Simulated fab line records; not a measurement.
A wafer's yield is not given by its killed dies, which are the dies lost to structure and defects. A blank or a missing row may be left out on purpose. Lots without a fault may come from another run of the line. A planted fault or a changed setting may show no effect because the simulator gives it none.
Which of the tools did it? / flow gf180mcu / 15 lots, 45 wafers sampled, at 4 steps of a route of 602

== WHAT THE GAUGES SHOWED, per wafer ==
GF_V3_THK_MEAS_01. Usual: V3_CVD_00_THK 601 nm, standard deviation 6.
lot=L289; measured=day 21 10:11; on=filmMetro-01; V3_CVD_00_THK (nm)=605 603 605; flag=
lot=L290; measured=day 21 19:11; on=filmMetro-04; V3_CVD_00_THK (nm)=604 610 595; flag=
lot=L291; measured=day 22 10:44; on=filmMetro-02; V3_CVD_00_THK (nm)=599 594 599; flag=
lot=L292; measured=day 22 19:10; on=filmMetro-04; V3_CVD_00_THK (nm)=599 590 605; flag=
lot=L293; measured=day 23 01:02; on=filmMetro-02; V3_CVD_00_THK (nm)=599 609 600; flag=
lot=L294; measured=day 23 12:50; on=filmMetro-01; V3_CVD_00_THK (nm)=598 614 606; flag=
lot=L295; measured=day 23 22:00; on=filmMetro-02; V3_CVD_00_THK (nm)=604 588 593; flag=
lot=L297; measured=day 24 15:34; on=filmMetro-02; V3_CVD_00_THK (nm)=603 600 607; flag=
lot=L306; measured=day 27 14:02; on=filmMetro-02; V3_CVD_00_THK (nm)=601 604 604; flag=
lot=L307; measured=day 27 19:23; on=filmMetro-02; V3_CVD_00_THK (nm)=606 603 615; flag=
lot=L310; measured=day 28 13:52; on=filmMetro-04; V3_CVD_00_THK (nm)=595 599 596; flag=
lot=L311; measured=day 28 21:15; on=filmMetro-04; V3_CVD_00_THK (nm)=590 593 600; flag=

== EACH LOT AND THE TOOL THAT RAN IT (in order: tool; ch and the chambers of the sampled wafers; start) ==
lot=L289; GF_M3_SPUTTER_01=pvdSputter-04, day 20 09:21; GF_M3_DEVELOP_13=lithoTrack-04 ch 0, day 21 09:07; GF_M3_METAL_ETCH_16=rieMetal-02 ch 0,1, day 21 09:25
lot=L290; GF_M3_SPUTTER_01=pvdSputter-03, day 20 18:14; GF_M3_DEVELOP_13=lithoTrack-03 ch 0, day 21 18:07; GF_M3_METAL_ETCH_16=rieMetal-01 ch 0,1, day 21 18:25
lot=L291; GF_M3_SPUTTER_01=pvdSputter-04, day 21 10:05; GF_M3_DEVELOP_13=lithoTrack-03 ch 0, day 22 09:34; GF_M3_METAL_ETCH_16=rieMetal-03 ch 1, day 22 09:52
lot=L292; GF_M3_SPUTTER_01=pvdSputter-04, day 21 18:24; GF_M3_DEVELOP_13=lithoTrack-04 ch 0, day 22 18:09; GF_M3_METAL_ETCH_16=rieMetal-03 ch 0,1, day 22 18:27
lot=L293; GF_M3_SPUTTER_01=pvdSputter-01, day 22 01:21; GF_M3_DEVELOP_13=lithoTrack-04 ch 0, day 23 00:00; GF_M3_METAL_ETCH_16=rieMetal-02 ch 0,1, day 23 00:19
lot=L294; GF_M3_SPUTTER_01=pvdSputter-04, day 22 13:24; GF_M3_DEVELOP_13=lithoTrack-03 ch 0, day 23 11:46; GF_M3_METAL_ETCH_16=rieMetal-01 ch 0,1, day 23 12:04
lot=L295; GF_M3_SPUTTER_01=pvdSputter-03, day 22 22:15; GF_M3_DEVELOP_13=lithoTrack-03 ch 0, day 23 20:58; GF_M3_METAL_ETCH_16=rieMetal-03 ch 0,1, day 23 21:16
lot=L297; GF_M3_SPUTTER_01=pvdSputter-03, day 23 16:06; GF_M3_DEVELOP_13=lithoTrack-04 ch 0, day 24 14:33; GF_M3_METAL_ETCH_16=rieMetal-01 ch 0,1, day 24 14:51
lot=L301; GF_M3_SPUTTER_01=pvdSputter-03, day 25 06:56; GF_M3_DEVELOP_13=lithoTrack-04, day 26 04:12; GF_M3_METAL_ETCH_16=rieMetal-01 ch 0,1, day 26 04:30
lot=L302; GF_M3_SPUTTER_01=pvdSputter-03, day 25 11:51; GF_M3_DEVELOP_13=lithoTrack-03, day 26 08:13; GF_M3_METAL_ETCH_16=rieMetal-02 ch 1, day 26 08:33
lot=L303; GF_M3_SPUTTER_01=pvdSputter-03, day 25 16:04; GF_M3_DEVELOP_13=lithoTrack-03, day 26 13:01; GF_M3_METAL_ETCH_16=rieMetal-03 ch 0, day 26 13:19
lot=L306; GF_M3_SPUTTER_01=pvdSputter-04, day 26 16:46; GF_M3_DEVELOP_13=lithoTrack-04 ch 0, day 27 12:52; GF_M3_METAL_ETCH_16=rieMetal-01 ch 1, day 27 13:16
lot=L307; GF_M3_SPUTTER_01=pvdSputter-04, day 26 21:23; GF_M3_DEVELOP_13=lithoTrack-03 ch 0, day 27 18:11; GF_M3_METAL_ETCH_16=rieMetal-01 ch 1, day 27 18:31
lot=L310; GF_M3_SPUTTER_01=pvdSputter-01, day 27 17:46; GF_M3_DEVELOP_13=lithoTrack-03 ch 0, day 28 12:50; GF_M3_METAL_ETCH_16=rieMetal-03 ch 0,1, day 28 13:07
lot=L311; GF_M3_SPUTTER_01=pvdSputter-03, day 28 00:31; GF_M3_DEVELOP_13=lithoTrack-03 ch 0, day 28 20:13; GF_M3_METAL_ETCH_16=rieMetal-03 ch 0,1, day 28 20:31
- GF_M3_SPUTTER_01: material TiN, target thk 30 nm, time 25 s.
- GF_M3_DEVELOP_13: develop time 60 s.
- GF_M3_METAL_ETCH_16: etches the open film in Cl2/BCl3, stops on SiO2, target depth 750.8 nm, time 125.1 s.

== AS READ BY THE TOOLS THEMSELVES (means over the sampled wafers that have a number; for cases with no such wafer, the mark the record gives instead) ==
GF_M3_SPUTTER_01. Usual: cathodeDcPowerW 6499.8 W, standard deviation 1.2; throttleValvePct 30.3 %, standard deviation 1.
lot=L289; tool=pvdSputter-04; cathodeDcPowerW (W)=6499.2; throttleValvePct (%)=29.9; flag=
lot=L290; tool=pvdSputter-03; cathodeDcPowerW (W)=6500.8; throttleValvePct (%)=30.9; flag=
lot=L291; tool=pvdSputter-04; cathodeDcPowerW (W)=6499.7; throttleValvePct (%)=31.2; flag=
lot=L292; tool=pvdSputter-04; cathodeDcPowerW (W)=6500.8; throttleValvePct (%)=29.4; flag=
lot=L293; tool=pvdSputter-01; cathodeDcPowerW (W)=6500.1; throttleValvePct (%)=30.0; flag=
lot=L294; tool=pvdSputter-04; cathodeDcPowerW (W)=6501.3; throttleValvePct (%)=29.4; flag=
lot=L295; tool=pvdSputter-03; cathodeDcPowerW (W)=6499.6; throttleValvePct (%)=31.1; flag=
lot=L297; tool=pvdSputter-03; cathodeDcPowerW (W)=6500.0; throttleValvePct (%)=30.8; flag=
lot=L301; tool=pvdSputter-03; cathodeDcPowerW (W)=6499.5; throttleValvePct (%)=30.8; flag=
lot=L302; tool=pvdSputter-03; cathodeDcPowerW (W)=6500.6; throttleValvePct (%)=31.5; flag=
lot=L303; tool=pvdSputter-03; cathodeDcPowerW (W)=6499.9; throttleValvePct (%)=31.0; flag=
lot=L306; tool=pvdSputter-04; cathodeDcPowerW (W)=6499.3; throttleValvePct (%)=30.4; flag=
lot=L307; tool=pvdSputter-04; cathodeDcPowerW (W)=6500.2; throttleValvePct (%)=29.7; flag=
lot=L310; tool=pvdSputter-01; cathodeDcPowerW (W)=6500.0; throttleValvePct (%)=29.7; flag=
lot=L311; tool=pvdSputter-03; cathodeDcPowerW (W)=6500.3; throttleValvePct (%)=31.0; flag=

GF_M3_DEVELOP_13. Usual: chillPlateTempC 22.97 C, standard deviation 0.095.
lot=L289; tool=lithoTrack-04; chillPlateTempC (C)=22.87; flag=
lot=L290; tool=lithoTrack-03; chillPlateTempC (C)=22.88; flag=
lot=L291; tool=lithoTrack-03; chillPlateTempC (C)=22.93; flag=
lot=L292; tool=lithoTrack-04; chillPlateTempC (C)=22.97; flag=
lot=L293; tool=lithoTrack-04; chillPlateTempC (C)=23.02; flag=
lot=L294; tool=lithoTrack-03; chillPlateTempC (C)=22.89; flag=
lot=L295; tool=lithoTrack-03; chillPlateTempC (C)=23.02; flag=
lot=L297; tool=lithoTrack-04; chillPlateTempC (C)=23.10; flag=
lot=L301; tool=lithoTrack-04; chillPlateTempC (C)=-; flag=OFF
lot=L302; tool=lithoTrack-03; chillPlateTempC (C)=-; flag=OFF
lot=L303; tool=lithoTrack-03; chillPlateTempC (C)=-; flag=OFF
lot=L306; tool=lithoTrack-04; chillPlateTempC (C)=23.01; flag=
lot=L307; tool=lithoTrack-03; chillPlateTempC (C)=23.04; flag=
lot=L310; tool=lithoTrack-03; chillPlateTempC (C)=22.98; flag=
lot=L311; tool=lithoTrack-03; chillPlateTempC (C)=22.95; flag=

GF_M3_METAL_ETCH_16. Usual: drypumpMotorCurrentA 5.8 A, standard deviation 0.46; oesProductAu 0.990 a.u., standard deviation 0.0073; throttleValvePct 28.230 %, standard deviation 0.011.
lot=L289; tool=rieMetal-02; drypumpMotorCurrentA (A)=5.7; oesProductAu (a.u.)=0.995; throttleValvePct (%)=28.219; flag=
lot=L290; tool=rieMetal-01; drypumpMotorCurrentA (A)=5.6; oesProductAu (a.u.)=0.987; throttleValvePct (%)=28.236; flag=
lot=L291; tool=rieMetal-03; drypumpMotorCurrentA (A)=5.1; oesProductAu (a.u.)=0.994; throttleValvePct (%)=28.232; flag=
lot=L292; tool=rieMetal-03; drypumpMotorCurrentA (A)=5.5; oesProductAu (a.u.)=0.993; throttleValvePct (%)=28.223; flag=
lot=L293; tool=rieMetal-02; drypumpMotorCurrentA (A)=5.7; oesProductAu (a.u.)=0.994; throttleValvePct (%)=28.223; flag=
lot=L294; tool=rieMetal-01; drypumpMotorCurrentA (A)=5.6; oesProductAu (a.u.)=0.983; throttleValvePct (%)=28.235; flag=
lot=L295; tool=rieMetal-03; drypumpMotorCurrentA (A)=5.5; oesProductAu (a.u.)=0.989; throttleValvePct (%)=28.232; flag=
lot=L297; tool=rieMetal-01; drypumpMotorCurrentA (A)=5.8; oesProductAu (a.u.)=0.987; throttleValvePct (%)=28.229; flag=
lot=L301; tool=rieMetal-01; drypumpMotorCurrentA (A)=5.6; oesProductAu (a.u.)=0.992; throttleValvePct (%)=28.244; flag=
lot=L302; tool=rieMetal-02; drypumpMotorCurrentA (A)=5.4; oesProductAu (a.u.)=0.998; throttleValvePct (%)=28.224; flag=
lot=L303; tool=rieMetal-03; drypumpMotorCurrentA (A)=6.4; oesProductAu (a.u.)=0.978; throttleValvePct (%)=28.245; flag=
lot=L306; tool=rieMetal-01; drypumpMotorCurrentA (A)=6.0; oesProductAu (a.u.)=0.997; throttleValvePct (%)=28.228; flag=
lot=L307; tool=rieMetal-01; drypumpMotorCurrentA (A)=6.0; oesProductAu (a.u.)=0.992; throttleValvePct (%)=28.230; flag=
lot=L310; tool=rieMetal-03; drypumpMotorCurrentA (A)=6.0; oesProductAu (a.u.)=0.984; throttleValvePct (%)=28.232; flag=
lot=L311; tool=rieMetal-03; drypumpMotorCurrentA (A)=5.5; oesProductAu (a.u.)=0.980; throttleValvePct (%)=28.247; flag=

== THE ANSWER, worked out from the rows above alone ==
Rule: lot off if the mean of its wafers having a number is beyond 3 standard deviations from the usual mean. Also off: a lot with no number at a reading for which 4 or more lots have one. All remaining lots with rows at the step are treated as sound. The gauges are gone through in route order, then the tools' own readings, and for those a lot's mean is taken as printed above. The first step at which some lot is off is used, and at that step the reading that is off furthest; a lot without a number counts as furthest.
Off at GF_M3_DEVELOP_13 (chillPlateTempC): L301, L302, L303. Without a number there: L301, L302, L303.
A tool fits if, at that step or a process step before it, it ran every lot that is off, and no sound lot after the first of them. None of those tried fits.

== WHAT THE SIMULATOR PUT IN ==
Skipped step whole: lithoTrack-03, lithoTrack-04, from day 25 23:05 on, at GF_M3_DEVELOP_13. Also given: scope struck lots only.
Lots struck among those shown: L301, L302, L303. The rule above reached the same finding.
